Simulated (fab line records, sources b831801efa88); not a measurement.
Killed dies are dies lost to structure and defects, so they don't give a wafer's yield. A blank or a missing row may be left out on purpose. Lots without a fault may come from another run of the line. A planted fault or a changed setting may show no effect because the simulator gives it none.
Chamber matching | flow gf180mcu | GF_SAB_ETCH_11 on rie_diel-04: 4 sister chambers
The step etches SiO2 in C4F8/O2/Ar, target depth 55 nm, time 8.5 s. 7 wafers are shown with their chamber, then 7 later ones without.

WAFERS WITH THEIR CHAMBER
wafer  | chamber | oes_product_au (a.u.)
L865.1 | 0       | 1.008
L865.5 | 1       | 0.995
L867.1 | 1       | 0.992
L867.2 | 3       | 0.990
L867.6 | 2       | 0.980
L868.1 | 3       | 1.000
L868.4 | 0       | 1.016

WAFERS WITHOUT THEIR CHAMBER
wafer  | oes_product_au (a.u.)
L868.6 | 1.011
L869.3 | 0.980
L869.4 | 0.998
L869.5 | 0.999
L870.1 | 1.000
L870.2 | 0.992
L870.5 | 0.996

WHICH CHAMBER EACH WENT THROUGH
wafer  | from the rows above          | in truth
L868.6 | 0                            | 0
L869.3 | 2                            | 2
L869.4 | can't be placed: 3 or 1      | 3
L869.5 | can't be placed: 3 or 1 or 0 | 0
L870.1 | can't be placed: 3 or 1 or 0 | 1
L870.2 | can't be placed: 1 or 3 or 2 | 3
L870.5 | can't be placed: 3 or 1      | 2
Placed correctly: 2 of 7. Can't be placed from these rows: 5 (the true chamber is among the candidates in 4). Placed wrongly: 0.
How it was worked out, from the rows above alone: a wafer's distance from a chamber is the root of the sum, over the readings, of the square of ((its reading less the chamber's mean) divided by the reading's scatter). The wafer belongs to the nearest chamber; if the next one is less than 2 further off, it can't be placed. A chamber's mean is the mean of its shown wafers. The scatter: the root of (the sum of the squares of (reading less its chamber's mean) over the shown wafers, divided by (wafers less chambers)).
